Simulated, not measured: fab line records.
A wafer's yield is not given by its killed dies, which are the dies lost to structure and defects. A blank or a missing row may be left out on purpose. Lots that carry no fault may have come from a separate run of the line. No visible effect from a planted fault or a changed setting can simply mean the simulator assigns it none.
fab line records -- flow sky130
record: lots: 13, wafers: 39, last-day: 50
route steps=708 shown VIA3@585 VIA4@654 PAD_OPEN@702
lots that met no fault: taken from a fault-free run of the same line
start-h: hours from the record's opening day to when the first of the lot's shown wafers began -- wait-h: hours elapsed since this lot's preceding step -- " the same as in the row above -- L1.1+2: one row covering several wafers at once -- - no value, or no start given -- * or withheld: withheld -- < > ~ a bound
route shown NAME@n: names a module that has steps shown in the file, with the first one's number in the route -- usual: the fault-free wafers' mean and standard deviation -- same: alike in all rows -- chamber/n: place in a boat -- sites: readings site by site -- _std_site: how widely they spread, as a standard deviation -- _edge_site: the outer-site mean with the inner-site mean subtracted -- radius-mm: how far each site lies from the wafer's centre -- mask NAME#n: copy n -- behind: the last tool/chamber to shape the wafer -- hold: cause of the lot's hold/its duration in hours/its outcome -- device: which transistor (n, p or np) failed to switch -- end of line: tests of these same wafers at the route's end -- where a step has no rows: the recipe by itself -- killed: not the wafer's yield, but the dies lost to structure and defects at the first sort -- map: a wafer's dies, marking killed ones x, the rest . and places with no die _
set.NAME: setting as actually run; set.NAME@STEP: the setting as run at that earlier step -- model.NAME: the simulator's own value behind a step, which no gauge read
the route's steps for a sample of lots (tables are steps, rows are wafers)
services: from which hour (start-h, from the record's first day; less than 0 if before it) a tool's chamber was out of use, for how many hours, and why
== steps ==
step: SKY_VIA3_CD_MEAS_12
recipe: target-cd-nm: 200
usual: cd-nm: 200.2/1.6
lot.wafer,tool,chamber,start-h,wait-h,cd-nm
L374.3,cd-sem-02,-,932.24,-,200.1
L374.5,cd-sem-02,-,932.24,-,200.5
L374.6,cd-sem-02,-,932.24,-,200.1
L375.2,cd-sem-02,-,934.14,-,200.4
L375.4,cd-sem-02,-,934.14,-,202.1
L375.5,cd-sem-02,-,934.14,-,200.6
L376.4,cd-sem-02,-,942.61,-,200.3
L376.5,cd-sem-02,-,942.61,-,202.3
L376.6,cd-sem-02,-,942.61,-,201.4
L377.1,cd-sem-01,-,957.50,-,200.7
L377.3,cd-sem-01,-,957.50,-,199.7
L377.6,cd-sem-01,-,957.50,-,199.4
L379.1,cd-sem-01,-,965.49,-,202.2
L379.3,cd-sem-01,-,965.49,-,200.8
L379.5,cd-sem-01,-,965.49,-,202.6
L380.2,cd-sem-02,-,976.89,-,199.0
L380.3,cd-sem-02,-,976.89,-,199.7
L380.6,cd-sem-02,-,976.89,-,199.5
L381.3,cd-sem-02,-,986.44,-,198.3
L381.5,cd-sem-02,-,986.44,-,198.7
L381.6,cd-sem-02,-,986.44,-,197.5
L384.1,cd-sem-01,-,1009.67,-,200.1
L384.2,cd-sem-01,-,1009.67,-,200.6
L384.6,cd-sem-01,-,1009.67,-,200.0
L386.1,cd-sem-02,-,1017.03,-,199.3
L386.2,cd-sem-02,-,1017.03,-,199.2
L386.6,cd-sem-02,-,1017.03,-,198.2
L390.1,cd-sem-02,-,1046.90,-,198.1
L390.5,cd-sem-02,-,1046.90,-,197.9
L390.6,cd-sem-02,-,1046.90,-,199.2
L392.1,cd-sem-02,-,1056.08,-,202.3
L392.4,cd-sem-02,-,1056.08,-,200.8
L392.6,cd-sem-02,-,1056.08,-,201.0
L393.2,cd-sem-01,-,1064.72,-,200.5
L393.3,cd-sem-01,-,1064.72,-,201.0
L393.5,cd-sem-01,-,1064.72,-,200.5
L394.2,cd-sem-02,-,1065.85,-,200.7
L394.5,cd-sem-02,-,1065.85,-,201.4
L394.6,cd-sem-02,-,1065.85,-,200.7
step: SKY_VIA4_CLEAN_15
recipe: chemistry: IPA, time-s: 180, temp-c: 25
lot.wafer,tool,chamber,start-h,wait-h
L374.3+5+6,wet-bench-01,1,1007.26,0.0
L375.2+4+5,wet-bench-02,1,1011.83,0.0
L376.4+5+6,wet-bench-04,0,1017.89,0.0
L377.1+3+6,wet-bench-01,0,1031.08,0.0
L379.1+3+5,wet-bench-01,2,1041.26,0.0
L380.2+3+6,wet-bench-02,3,1050.51,0.0
L381.3+5+6,wet-bench-02,3,1058.69,0.0
L384.1+2+6,wet-bench-04,0,1079.54,0.0
L386.1+2+6,wet-bench-04,1,1085.93,0.0
L390.1+5+6,wet-bench-01,2,1113.33,0.0
L392.1+4+6,wet-bench-01,1,1122.48,0.0
L393.2+3+5,wet-bench-01,0,1129.53,0.0
L394.2+5+6,wet-bench-02,1,1130.27,0.0
step: SKY_PAD_OPEN_STRIP_08
recipe: chemistry: O2/N2, power-w: 1400, pressure-mtorr: 1500, platen-temp-c: withheld, overash-fraction: 0.7, o2-flow-sccm: 3000, n2-flow-sccm: 300
usual: drypump-motor-current-A: 5.6/0.31, n2-flow-sccm: 300.1/0.93, o2-flow-sccm: 2999/8.6, oes-product-au: 0.663/0.0044, strip-time-to-endpoint-s: 37.06/0.094
lot.wafer,tool,chamber,start-h,wait-h,drypump-motor-current-A,n2-flow-sccm,o2-flow-sccm,oes-product-au,rf-hours-counter-h,strip-time-to-endpoint-s
L374.3,plasma-asher-02,0,1076.61,0.1,5.3,299.8,2997,0.663,-,37.12
L374.5,plasma-asher-02,1,1076.61,0.1,5.4,299.9,2996,0.660,-,37.13
L374.6,plasma-asher-02,0,1076.61,0.1,5.3,300.2,3006,0.669,-,37.32
L375.2,plasma-asher-03,0,1080.56,0.1,5.9,300.3,3007,0.663,90,37.14
L375.4,plasma-asher-03,0,1080.56,0.1,5.9,299.1,2998,0.665,-,37.09
L375.5,plasma-asher-03,1,1080.56,0.1,5.3,301.0,3003,0.664,-,37.08
L376.4,plasma-asher-04,0,1085.37,0.1,5.7,298.7,3010,0.664,-,36.92
L376.5,plasma-asher-04,1,1085.37,0.1,6.1,300.5,2993,0.658,-,36.98
L376.6,plasma-asher-04,0,1085.37,0.1,5.7,300.3,3006,0.662,-,36.96
L377.1,plasma-asher-02,1,1098.46,0.1,5.4,300.0,2998,0.662,64,37.23
L377.3,plasma-asher-02,0,1098.46,0.1,5.3,300.2,2988,0.664,-,37.10
L377.6,plasma-asher-02,1,1098.46,0.1,5.4,300.1,2993,0.669,-,37.13
L379.1,plasma-asher-03,1,1106.19,0.1,5.3,299.7,2990,0.659,93,36.98
L379.3,plasma-asher-03,1,1106.19,0.1,5.3,301.5,2984,0.662,-,36.98
L379.5,plasma-asher-03,0,1106.19,0.1,5.9,299.8,3000,0.665,-,37.05
L380.2,plasma-asher-03,0,1116.26,0.1,5.9,300.8,3007,0.666,93,36.99
L380.3,plasma-asher-03,0,1116.26,0.1,5.9,302.1,2996,0.660,-,37.00
L380.6,plasma-asher-03,1,1116.26,0.1,5.3,298.6,2989,0.661,-,37.06
L381.3,plasma-asher-02,1,1122.61,0.1,5.4,299.3,3005,0.662,-,37.08
L381.5,plasma-asher-02,0,1122.61,0.1,5.3,299.7,2998,0.651,-,37.08
L381.6,plasma-asher-02,1,1122.61,0.1,5.4,300.9,2998,0.666,-,37.05
L384.1,plasma-asher-03,1,1141.06,0.1,5.3,300.8,3004,0.669,96,37.10
L384.2,plasma-asher-03,0,1141.06,0.1,5.9,301.0,2996,0.661,96,37.10
L384.6,plasma-asher-03,1,1141.06,0.1,5.2,301.7,2987,0.662,-,37.14
L386.1,plasma-asher-03,0,1146.16,0.1,5.9,299.7,2997,0.664,96,37.01
L386.2,plasma-asher-03,1,1146.16,0.1,5.3,301.1,2998,0.660,96,36.91
L386.6,plasma-asher-03,1,1146.16,0.1,5.3,300.7,2989,0.665,-,36.88
L390.1,plasma-asher-03,1,1170.34,0.1,5.3,299.7,3000,0.663,99,37.01
L390.5,plasma-asher-03,1,1170.34,0.1,5.3,300.4,2999,0.659,-,37.04
L390.6,plasma-asher-03,0,1170.34,0.1,5.9,299.3,3009,0.666,-,37.02
L392.1,plasma-asher-03,1,1178.54,0.1,5.2,299.1,2996,0.656,100,37.07
L392.4,plasma-asher-03,1,1178.54,0.1,5.3,299.8,3006,0.665,-,37.16
L392.6,plasma-asher-03,1,1178.54,0.1,5.2,300.2,2996,0.663,-,37.04
L393.2,plasma-asher-04,0,1184.19,0.1,5.7,301.1,2999,0.667,45,36.99
L393.3,plasma-asher-04,1,1184.19,0.1,6.1,299.0,2990,0.655,-,36.98
L393.5,plasma-asher-04,1,1184.19,0.1,6.1,299.8,2976,0.664,-,36.95
L394.2,plasma-asher-04,1,1184.87,0.1,6.1,299.1,3014,0.668,45,37.02
L394.5,plasma-asher-04,0,1184.87,0.1,5.7,301.7,3002,0.661,-,36.95
L394.6,plasma-asher-04,1,1184.87,0.1,6.1,299.0,3010,0.661,-,37.09
step: SKY_PAD_OPEN_BOW_MEAS_13
recipe: mode: bow
usual: PAD_OPEN_BOW: 46/9.7
lot.wafer,tool,chamber,start-h,wait-h,PAD_OPEN_BOW[um]
L374.3,film-metro-02,-,1078.70,-,61
L374.5,film-metro-02,-,1078.70,-,65
L374.6,film-metro-02,-,1078.70,-,61
L375.2,film-metro-01,-,1082.67,-,45
L375.4,film-metro-01,-,1082.67,-,33
L375.5,film-metro-01,-,1082.67,-,47
L376.4,film-metro-01,-,1087.49,-,62
L376.5,film-metro-01,-,1087.49,-,65
L376.6,film-metro-01,-,1087.49,-,61
L377.1,film-metro-01,-,1100.56,-,34
L377.3,film-metro-01,-,1100.56,-,38
L377.6,film-metro-01,-,1100.56,-,40
L379.1,film-metro-01,-,1108.32,-,56
L379.3,film-metro-01,-,1108.32,-,56
L379.5,film-metro-01,-,1108.32,-,58
L380.2,film-metro-01,-,1118.37,-,34
L380.3,film-metro-01,-,1118.37,-,19
L380.6,film-metro-01,-,1118.37,-,27
L381.3,film-metro-01,-,1124.70,-,31
L381.5,film-metro-01,-,1124.70,-,46
L381.6,film-metro-01,-,1124.70,-,35
L384.1,film-metro-02,-,1143.21,-,45
L384.2,film-metro-02,-,1143.21,-,46
L384.6,film-metro-02,-,1143.21,-,47
L386.1,film-metro-01,-,1148.26,-,50
L386.2,film-metro-01,-,1148.26,-,56
L386.6,film-metro-01,-,1148.26,-,59
L390.1,film-metro-02,-,1172.43,-,52
L390.5,film-metro-02,-,1172.43,-,44
L390.6,film-metro-02,-,1172.43,-,56
L392.1,film-metro-01,-,1180.67,-,46
L392.4,film-metro-01,-,1180.67,-,44
L392.6,film-metro-01,-,1180.67,-,55
L393.2,film-metro-02,-,1186.30,-,65
L393.3,film-metro-02,-,1186.30,-,53
L393.5,film-metro-02,-,1186.30,-,47
L394.2,film-metro-02,-,1187.80,-,37
L394.5,film-metro-02,-,1187.80,-,49
L394.6,film-metro-02,-,1187.80,-,52
step: SKY_PAD_OPEN_PROBE_99
usual: defect-limited-yield: 82.8/1.8, killed_at_M0_to_M3: 43/6.3, killed_at_M4_up: 3.1/1.9, killed-at-contacts: 24/5.1, killed-at-front-end: 14/4.3, killed-at-other: 0.3/0.53, killed-dies: 85/8.8, killed-open: 46/7.1, killed-short: 38/5.9, sort_bin_3_pad_short: 0.8/0.41, sort_bin_5_function: 10.4/1.5, sort_bin_6_memory: 6.1/1.1, sort-n-pass: 407/8.8, sort-yield-pct: 82.8/1.8
same: gross-dies: 492, killed-at-back-side: 0, sort_bin_4_leakage[%]: 0, sort_bin_8_speed[%]: 0
lot.wafer,tool,chamber,start-h,wait-h,defect-limited-yield[%],killed_at_M0_to_M3,killed_at_M4_up,killed-at-contacts,killed-at-front-end,killed-at-other,killed-dies,killed-open,killed-short,sort_bin_3_pad_short[%],sort_bin_5_function[%],sort_bin_6_memory[%],sort-n-pass,sort-yield-pct[%]
L384.1,prober-02,-,1143.33,0.1,76.0,45,31,20,22,0,118,45,47,2.0,14.4,7.5,374,76.0
L384.2,prober-02,-,1143.38,0.1,76.2,45,30,24,17,1,117,51,41,2.4,15.2,6.1,375,76.2
L384.6,prober-02,-,1143.58,0.2,76.8,43,34,19,18,0,114,44,40,1.4,14.2,7.5,378,76.8
L386.1,prober-02,-,1148.38,0.1,73.6,46,49,24,11,0,130,44,37,2.4,16.7,7.3,362,73.6
L386.2,prober-02,-,1148.43,0.1,74.0,39,55,26,8,0,128,29,44,2.0,16.5,7.5,364,74.0
L386.6,prober-02,-,1148.63,0.2,74.8,34,50,21,19,0,124,51,27,2.4,16.5,6.3,368,74.8
killed by level:class
L384.1 VIA4:unspecified=26 FIELD_ISO:geometric-particle:short=9 VIA1:geometric-particle:open=9 VIA2:geometric-particle:open=8 CONTACT:geometric-particle:open=8 METAL1:geometric-particle:short=5 LOCAL_INTERCONNECT:geometric-particle:short=5 VIA3:geometric-particle:open=5
L384.2 VIA4:unspecified=25 CONTACT:geometric-particle:open=11 METAL2:geometric-particle:short=8 VIA1:geometric-particle:short=7 VIA1:geometric-particle:open=7 VIA3:geometric-particle:open=7 VIA2:geometric-particle:open=6 LI_CONTACT:geometric-particle:open=5
L384.6 VIA4:unspecified=30 VIA1:geometric-particle:open=7 CONTACT:geometric-particle:open=7 VIA3:geometric-particle:open=7 LI_CONTACT:geometric-particle:open=6 METAL2:geometric-particle:short=6 VIA1:geometric-particle:short=5 SPACER:geometric-particle:short=5
L386.1 VIA4:unspecified=47 CONTACT:geometric-particle:open=12 VIA1:geometric-particle:open=9 VIA1:geometric-particle:short=6 METAL1:geometric-particle:short=6 METAL2:geometric-particle:short=6 LI_CONTACT:geometric-particle:open=5 VIA2:geometric-particle:open=5
L386.2 VIA4:unspecified=54 LI_CONTACT:geometric-particle:open=8 VIA1:geometric-particle:open=7 CONTACT:geometric-particle:open=6 METAL1:geometric-particle:short=6 METAL2:geometric-particle:short=6 LI_CONTACT:geometric-particle:short=5 VIA1:geometric-particle:short=5
L386.6 VIA4:unspecified=46 CONTACT:geometric-particle:open=11 VIA1:geometric-particle:open=11 FIELD_ISO:geometric-particle:open=6 VIA2:geometric-particle:open=6 LI_CONTACT:geometric-particle:open=5 METAL2:geometric-particle:short=5 POLY_GATE:geometric-particle:short=4
== services ==
tool,chamber,start-h,hours,kind
plasma-asher-02,-,994.19,0.8,repair
plasma-asher-02,-,1070.13,3.1,repair
plasma-asher-02,-,1129.59,1.6,repair
wet-bench-01,-,1134.27,1.0,repair
plasma-asher-02,-,1159.54,14.6,pm
plasma-asher-02,-,1182.79,3.3,repair
== key ==
first-sign: step: SKY_PAD_OPEN_PROBE_99, reading: killed_at_M4_up, direction: up, sigmas: 20, usual: 3.1, struck: 41.5
effect: step: SKY_PAD_OPEN_PROBE_99, reading: defect-limited-yield, direction: down, sigmas: 4.2, usual: 82.8, struck: 75.2
met-at SKY_VIA4_CLEAN_15
struck-lots L384,L386
not-acting-at SKY_VIA3_CD_MEAS_12,SKY_PAD_OPEN_STRIP_08,SKY_PAD_OPEN_BOW_MEAS_13
onset-between 1017.89 1079.54
fault: kind: chamber-particle-source, tool: wet-bench-04, chamber: -, onset-h: 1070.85, steps: SKY_VIA4_CLEAN_15, rate-per-visit-cm2: 0.60125, end-h: 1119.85
